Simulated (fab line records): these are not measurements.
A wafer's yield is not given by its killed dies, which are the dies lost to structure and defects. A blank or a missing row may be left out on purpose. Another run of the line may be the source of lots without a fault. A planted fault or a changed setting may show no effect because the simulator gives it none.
Chamber matching / flow sky130 / cmp-01 running SKY_FIELD_ISO_CMP_27: 4 sister chambers
The step polishes, stops on Si3N4, t overpolish 16 s, target thk 457.8 nm. 22 wafers are shown with their chamber, then 11 later ones without.

== WAFERS WITH THEIR CHAMBER ==
wafer=L798.2; chamber=3; motorCurrentA (A)=11.2
wafer=L798.3; chamber=1; motorCurrentA (A)=12.1
wafer=L798.5; chamber=0; motorCurrentA (A)=11.8
wafer=L800.2; chamber=2; motorCurrentA (A)=12.1
wafer=L800.3; chamber=3; motorCurrentA (A)=10.5
wafer=L800.5; chamber=3; motorCurrentA (A)=10.7
wafer=L803.1; chamber=0; motorCurrentA (A)=12.6
wafer=L803.2; chamber=2; motorCurrentA (A)=11.8
wafer=L803.6; chamber=2; motorCurrentA (A)=12.2
wafer=L804.1; chamber=3; motorCurrentA (A)=10.5
wafer=L804.2; chamber=1; motorCurrentA (A)=12.3
wafer=L804.3; chamber=2; motorCurrentA (A)=12.2
wafer=L805.2; chamber=0; motorCurrentA (A)=12.1
wafer=L805.3; chamber=3; motorCurrentA (A)=10.3
wafer=L805.4; chamber=1; motorCurrentA (A)=12.4
wafer=L806.1; chamber=2; motorCurrentA (A)=12.2
wafer=L806.2; chamber=0; motorCurrentA (A)=12.6
wafer=L806.5; chamber=2; motorCurrentA (A)=12.3
wafer=L810.1; chamber=3; motorCurrentA (A)=11.0
wafer=L810.2; chamber=1; motorCurrentA (A)=11.9
wafer=L810.6; chamber=2; motorCurrentA (A)=11.5
wafer=L814.1; chamber=1; motorCurrentA (A)=11.4

SIGNATURES (means of the wafers above)
reading=motorCurrentA; chamber 0=12.275; chamber 1=12.020; chamber 2=12.043; chamber 3=10.700; scatter within a chamber=0.347
Rule: distance of a wafer from a chamber = root of the sum over the readings of ((wafer's reading minus chamber's mean) / reading's scatter) squared. If the next closest chamber is less than 2 further off than the closest, the wafer can't be placed; otherwise it belongs to the closest. The scatter is the square root of a quotient: the sum, over the shown wafers, of each reading's squared deviation from its chamber's mean, divided by wafers minus chambers.

== WAFERS WHOSE CHAMBER IS MISSING ==
wafer=L814.2; motorCurrentA (A)=12.6
wafer=L814.6; motorCurrentA (A)=12.1
wafer=L819.1; motorCurrentA (A)=11.9
wafer=L819.3; motorCurrentA (A)=12.0
wafer=L819.6; motorCurrentA (A)=12.0
wafer=L820.1; motorCurrentA (A)=12.1
wafer=L820.2; motorCurrentA (A)=12.2
wafer=L820.5; motorCurrentA (A)=11.9
wafer=L821.3; motorCurrentA (A)=12.4
wafer=L821.5; motorCurrentA (A)=10.5
wafer=L821.6; motorCurrentA (A)=12.1

== WHICH CHAMBER EACH ONE RAN IN ==
wafer=L814.2; from the rows above=can't be placed: 0 or 2 or 1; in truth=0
wafer=L814.6; from the rows above=can't be placed: 2 or 1 or 0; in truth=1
wafer=L819.1; from the rows above=can't be placed: 1 or 2 or 0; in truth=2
wafer=L819.3; from the rows above=can't be placed: 1 or 2 or 0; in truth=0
wafer=L819.6; from the rows above=can't be placed: 1 or 2 or 0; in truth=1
wafer=L820.1; from the rows above=can't be placed: 2 or 1 or 0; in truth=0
wafer=L820.2; from the rows above=can't be placed: 0 or 2 or 1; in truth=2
wafer=L820.5; from the rows above=can't be placed: 1 or 2 or 0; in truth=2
wafer=L821.3; from the rows above=can't be placed: 0 or 2 or 1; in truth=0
wafer=L821.5; from the rows above=3; in truth=3
wafer=L821.6; from the rows above=can't be placed: 2 or 1 or 0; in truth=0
Placed correctly: 1 of 11. Unplaceable from these rows: 10, with the true chamber sitting among the candidates in 10. 0 placed wrongly.
